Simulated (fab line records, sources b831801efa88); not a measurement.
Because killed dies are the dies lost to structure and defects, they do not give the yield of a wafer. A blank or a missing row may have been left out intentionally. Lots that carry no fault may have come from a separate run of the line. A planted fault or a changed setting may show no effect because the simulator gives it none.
Which tool did it? :: flow sky130 :: 11 lots, 33 wafers sampled, at 5 steps of a route of 708

## WHAT THE GAUGES SHOWED, per wafer
SKY_CONTACT_RS_MEAS_25: measures by four-point-probe. Usual: CONTACT_W_RS gives 0.335 ohm/sq (standard deviation 0.0045).
lot: L430
measured: day 32 00:19
on: film-metro-01
CONTACT_W_RS (ohm/sq): 0.336 0.339 0.331
flag: 

lot: L431
measured: day 32 11:57
on: film-metro-01
CONTACT_W_RS (ohm/sq): 0.330 0.339 0.338
flag: 

lot: L432
measured: day 32 20:52
on: film-metro-01
CONTACT_W_RS (ohm/sq): 0.333 0.337 0.330
flag: 

lot: L433
measured: day 33 01:23
on: film-metro-01
CONTACT_W_RS (ohm/sq): 0.336 0.340 0.335
flag: 

lot: L434
measured: day 33 10:22
on: film-metro-04
CONTACT_W_RS (ohm/sq): 0.340 0.339 0.341
flag: 

lot: L435
measured: day 34 00:01
on: film-metro-04
CONTACT_W_RS (ohm/sq): 0.338 0.340 0.336
flag: 

lot: L436
measured: day 34 13:13
on: film-metro-04
CONTACT_W_RS (ohm/sq): 0.339 0.338 0.331
flag: 

lot: L437
measured: day 34 17:01
on: film-metro-01
CONTACT_W_RS (ohm/sq): 0.330 0.329 0.331
flag: 

lot: L441
measured: day 36 00:49
on: film-metro-01
CONTACT_W_RS (ohm/sq): 0.344 0.333 0.337
flag: 

lot: L451
measured: day 39 06:22
on: film-metro-01
CONTACT_W_RS (ohm/sq): 0.325 0.326 0.327
flag: 

lot: L452
measured: day 39 15:04
on: film-metro-04
CONTACT_W_RS (ohm/sq): 0.341 0.338 0.335
flag: 

SKY_VIA2_CD_MEAS_12: the cd target is 200 nm. Usual: cd-nm at 199.7 nm, with a standard deviation of 1.8.
lot: L430
measured: day 36 18:26
on: cd-sem-01
cd-nm (nm): 194.7 196.3 193.8
flag: 

lot: L431
measured: day 37 05:22
on: cd-sem-02
cd-nm (nm): 200.5 200.2 201.3
flag: 

lot: L432
measured: day 37 13:55
on: cd-sem-02
cd-nm (nm): 201.5 202.9 200.6
flag: 

lot: L433
measured: day 37 18:17
on: cd-sem-02
cd-nm (nm): 202.1 202.4 202.4
flag: 

lot: L434
measured: day 38 01:08
on: cd-sem-01
cd-nm (nm): 197.7 197.1 198.4
flag: 

lot: L435
measured: day 38 16:44
on: cd-sem-01
cd-nm (nm): 197.5 198.7 197.7
flag: 

lot: L436
measured: day 39 05:38
on: cd-sem-02
cd-nm (nm): 199.7 200.8 199.5
flag: 

lot: L437
measured: day 39 07:41
on: cd-sem-02
cd-nm (nm): 197.4 196.5 197.7
flag: 

lot: L441
measured: day 40 14:25
on: cd-sem-01
cd-nm (nm): 201.3 189.5 200.2
flag: 

lot: L451
measured: day 43 12:58
on: cd-sem-02
cd-nm (nm): 200.3 201.9 202.9
flag: 

lot: L452
measured: day 43 19:59
on: cd-sem-02
cd-nm (nm): 197.4 200.4 198.5
flag: 

## TOOL THAT RAN EACH LOT (tool first, then ch and the chambers of the sampled wafers, then the start)
lot: L430
SKY_SD_P_STRIP_10: plasma-asher-01 ch 0,1, day 25 18:13
SKY_LOCAL_INTERCONNECT_METAL_ETCH_14: rie-metal-02 ch 0,1, day 30 17:59
SKY_VIA2_EXPOSE_09: krf-scanner-01 ch 0, day 36 05:21

lot: L431
SKY_SD_P_STRIP_10: plasma-asher-04 ch 0,1, day 26 06:43
SKY_LOCAL_INTERCONNECT_METAL_ETCH_14: rie-metal-02 ch 0, day 31 05:32
SKY_VIA2_EXPOSE_09: krf-scanner-02 ch 0, day 36 16:05

lot: L432
SKY_SD_P_STRIP_10: plasma-asher-04 ch 0,1, day 26 17:07
SKY_LOCAL_INTERCONNECT_METAL_ETCH_14: rie-metal-02 ch 0,1, day 31 15:05
SKY_VIA2_EXPOSE_09: krf-scanner-01 ch 0, day 37 01:02

lot: L433
SKY_SD_P_STRIP_10: plasma-asher-02 ch 0,1, day 26 21:07
SKY_LOCAL_INTERCONNECT_METAL_ETCH_14: rie-metal-04 ch 0,1, day 31 18:41
SKY_VIA2_EXPOSE_09: krf-scanner-02 ch 0, day 37 04:57

lot: L434
SKY_SD_P_STRIP_10: plasma-asher-04 ch 0,1, day 27 07:01
SKY_LOCAL_INTERCONNECT_METAL_ETCH_14: rie-metal-04 ch 0,1, day 32 04:08
SKY_VIA2_EXPOSE_09: krf-scanner-02 ch 0, day 37 12:29

lot: L435
SKY_SD_P_STRIP_10: plasma-asher-02 ch 0,1, day 27 21:22
SKY_LOCAL_INTERCONNECT_METAL_ETCH_14: rie-metal-03 ch 0,1, day 32 18:32
SKY_VIA2_EXPOSE_09: krf-scanner-01 ch 0, day 38 03:33

lot: L436
SKY_SD_P_STRIP_10: plasma-asher-02 ch 0,1, day 28 14:00
SKY_LOCAL_INTERCONNECT_METAL_ETCH_14: rie-metal-02 ch 0,1, day 33 07:56
SKY_VIA2_EXPOSE_09: krf-scanner-01 ch 0, day 38 17:07

lot: L437
SKY_SD_P_STRIP_10: plasma-asher-02 ch 0,1, day 28 18:22
SKY_LOCAL_INTERCONNECT_METAL_ETCH_14: rie-metal-04 ch 0,1, day 33 11:17
SKY_VIA2_EXPOSE_09: krf-scanner-02 ch 0, day 38 19:30

lot: L441
SKY_SD_P_STRIP_10: plasma-asher-01 ch 0,1, day 30 02:52
SKY_LOCAL_INTERCONNECT_METAL_ETCH_14: rie-metal-03 ch 0, day 34 19:53
SKY_VIA2_EXPOSE_09: krf-scanner-02 ch 0, day 40 01:58

lot: L451
SKY_SD_P_STRIP_10: plasma-asher-01 ch 0,1, day 33 12:22
SKY_LOCAL_INTERCONNECT_METAL_ETCH_14: rie-metal-04 ch 0, day 38 01:50
SKY_VIA2_EXPOSE_09: krf-scanner-02 ch 0, day 43 02:11

lot: L452
SKY_SD_P_STRIP_10: plasma-asher-02 ch 0,1, day 33 21:48
SKY_LOCAL_INTERCONNECT_METAL_ETCH_14: rie-metal-02 ch 0,1, day 38 11:36
SKY_VIA2_EXPOSE_09: krf-scanner-02 ch 0, day 43 08:58
- SKY_SD_P_STRIP_10: strips in O2/N2.
- SKY_LOCAL_INTERCONNECT_METAL_ETCH_14: etches TiN in Cl2/BCl3, stops on PSG, target depth 110 nm, time 31.4 s.
- SKY_VIA2_EXPOSE_09: exposes mask VIM2, target cd 200 nm.

## AS READ BY THE TOOLS THEMSELVES (means over the sampled wafers that have a number; for cases with no such wafer, the mark the record gives instead)
SKY_SD_P_STRIP_10. Usual: drypump-motor-current-A 5.2 A, standard deviation 0.38; o2-flow-sccm 3000 sccm, standard deviation 9.3; oes-product-au 0.617 a.u., standard deviation 0.0044; strip-time-to-endpoint-s 17.49 s, standard deviation 0.047.
lot: L430
tool: plasma-asher-01
drypump-motor-current-A (A): 5.5
o2-flow-sccm (sccm): 3004
oes-product-au (a.u.): 0.621
strip-time-to-endpoint-s (s): 17.48
flag: 

lot: L431
tool: plasma-asher-04
drypump-motor-current-A (A): 5.0
o2-flow-sccm (sccm): 2998
oes-product-au (a.u.): 0.618
strip-time-to-endpoint-s (s): 17.53
flag: 

lot: L432
tool: plasma-asher-04
drypump-motor-current-A (A): 5.1
o2-flow-sccm (sccm): 3000
oes-product-au (a.u.): 0.617
strip-time-to-endpoint-s (s): 17.57
flag: 

lot: L433
tool: plasma-asher-02
drypump-motor-current-A (A): 5.3
o2-flow-sccm (sccm): 2997
oes-product-au (a.u.): 0.619
strip-time-to-endpoint-s (s): 17.46
flag: 

lot: L434
tool: plasma-asher-04
drypump-motor-current-A (A): 5.1
o2-flow-sccm (sccm): 2992
oes-product-au (a.u.): 0.615
strip-time-to-endpoint-s (s): 17.43
flag: 

lot: L435
tool: plasma-asher-02
drypump-motor-current-A (A): 5.2
o2-flow-sccm (sccm): 2982
oes-product-au (a.u.): 0.617
strip-time-to-endpoint-s (s): 17.58
flag: 

lot: L436
tool: plasma-asher-02
drypump-motor-current-A (A): 5.2
o2-flow-sccm (sccm): 2986
oes-product-au (a.u.): 0.616
strip-time-to-endpoint-s (s): 17.49
flag: 

lot: L437
tool: plasma-asher-02
drypump-motor-current-A (A): 5.2
o2-flow-sccm (sccm): 3009
oes-product-au (a.u.): 0.615
strip-time-to-endpoint-s (s): 17.48
flag: 

lot: L441
tool: plasma-asher-01
drypump-motor-current-A (A): 5.1
o2-flow-sccm (sccm): 3011
oes-product-au (a.u.): 0.613
strip-time-to-endpoint-s (s): 17.52
flag: 

lot: L451
tool: plasma-asher-01
drypump-motor-current-A (A): 5.0
o2-flow-sccm (sccm): 3003
oes-product-au (a.u.): 0.621
strip-time-to-endpoint-s (s): 17.46
flag: 

lot: L452
tool: plasma-asher-02
drypump-motor-current-A (A): 5.2
o2-flow-sccm (sccm): 3001
oes-product-au (a.u.): 0.619
strip-time-to-endpoint-s (s): 17.50
flag: 

SKY_LOCAL_INTERCONNECT_METAL_ETCH_14. Usual: drypump-motor-current-A 5.6 A, standard deviation 0.36; oes-product-au 0.939 a.u., standard deviation 0.0082; throttle-valve-pct 21.903 %, standard deviation 0.0089.
lot: L430
tool: rie-metal-02
drypump-motor-current-A (A): 5.7
oes-product-au (a.u.): 0.948
throttle-valve-pct (%): 21.895
flag: 

lot: L431
tool: rie-metal-02
drypump-motor-current-A (A): 6.1
oes-product-au (a.u.): 0.935
throttle-valve-pct (%): 21.913
flag: 

lot: L432
tool: rie-metal-02
drypump-motor-current-A (A): 5.9
oes-product-au (a.u.): 0.944
throttle-valve-pct (%): 21.905
flag: 

lot: L433
tool: rie-metal-04
drypump-motor-current-A (A): 5.3
oes-product-au (a.u.): 0.943
throttle-valve-pct (%): 21.900
flag: 

lot: L434
tool: rie-metal-04
drypump-motor-current-A (A): 5.3
oes-product-au (a.u.): 0.951
throttle-valve-pct (%): 21.894
flag: 

lot: L435
tool: rie-metal-03
drypump-motor-current-A (A): 5.8
oes-product-au (a.u.): 0.937
throttle-valve-pct (%): 21.909
flag: 

lot: L436
tool: rie-metal-02
drypump-motor-current-A (A): 5.6
oes-product-au (a.u.): 0.922
throttle-valve-pct (%): 21.899
flag: 

lot: L437
tool: rie-metal-04
drypump-motor-current-A (A): 5.3
oes-product-au (a.u.): 0.933
throttle-valve-pct (%): 21.904
flag: 

lot: L441
tool: rie-metal-03
drypump-motor-current-A (A): 5.5
oes-product-au (a.u.): 0.940
throttle-valve-pct (%): 21.904
flag: 

lot: L451
tool: rie-metal-04
drypump-motor-current-A (A): 5.5
oes-product-au (a.u.): 0.936
throttle-valve-pct (%): 21.895
flag: 

lot: L452
tool: rie-metal-02
drypump-motor-current-A (A): 5.7
oes-product-au (a.u.): 0.935
throttle-valve-pct (%): 21.902
flag: 

SKY_VIA2_EXPOSE_09. Usual: stage-vel-mm-s 500.01 mm/s, standard deviation 0.23.
lot: L430
tool: krf-scanner-01
stage-vel-mm-s (mm/s): 500.07
flag: 

lot: L431
tool: krf-scanner-02
stage-vel-mm-s (mm/s): 500.02
flag: 

lot: L432
tool: krf-scanner-01
stage-vel-mm-s (mm/s): 499.96
flag: 

lot: L433
tool: krf-scanner-02
stage-vel-mm-s (mm/s): 500.27
flag: 

lot: L434
tool: krf-scanner-02
stage-vel-mm-s (mm/s): 499.88
flag: 

lot: L435
tool: krf-scanner-01
stage-vel-mm-s (mm/s): 500.38
flag: 

lot: L436
tool: krf-scanner-01
stage-vel-mm-s (mm/s): 499.75
flag: 

lot: L437
tool: krf-scanner-02
stage-vel-mm-s (mm/s): 499.97
flag: 

lot: L441
tool: krf-scanner-02
stage-vel-mm-s (mm/s): 499.88
flag: 

lot: L451
tool: krf-scanner-02
stage-vel-mm-s (mm/s): 499.87
flag: 

lot: L452
tool: krf-scanner-02
stage-vel-mm-s (mm/s): 499.88
flag: 

## THE ANSWER, worked out from the rows above alone
Rule: lot off if the mean of its wafers having a number is beyond 3 standard deviations from the usual mean. A lot without any number at a reading at which 4 lots or more have one is off too. The other lots that the step has rows for count as sound. First the gauges in route order, then the tools' own readings, where a lot's mean is used as printed above. The first step at which some lot is off is used, and at that step the reading that is off furthest; a lot without a number counts as furthest.
Across all readings shown, no lot is off: no conclusion can be drawn from this.

## WHAT THE SIMULATOR PUT IN
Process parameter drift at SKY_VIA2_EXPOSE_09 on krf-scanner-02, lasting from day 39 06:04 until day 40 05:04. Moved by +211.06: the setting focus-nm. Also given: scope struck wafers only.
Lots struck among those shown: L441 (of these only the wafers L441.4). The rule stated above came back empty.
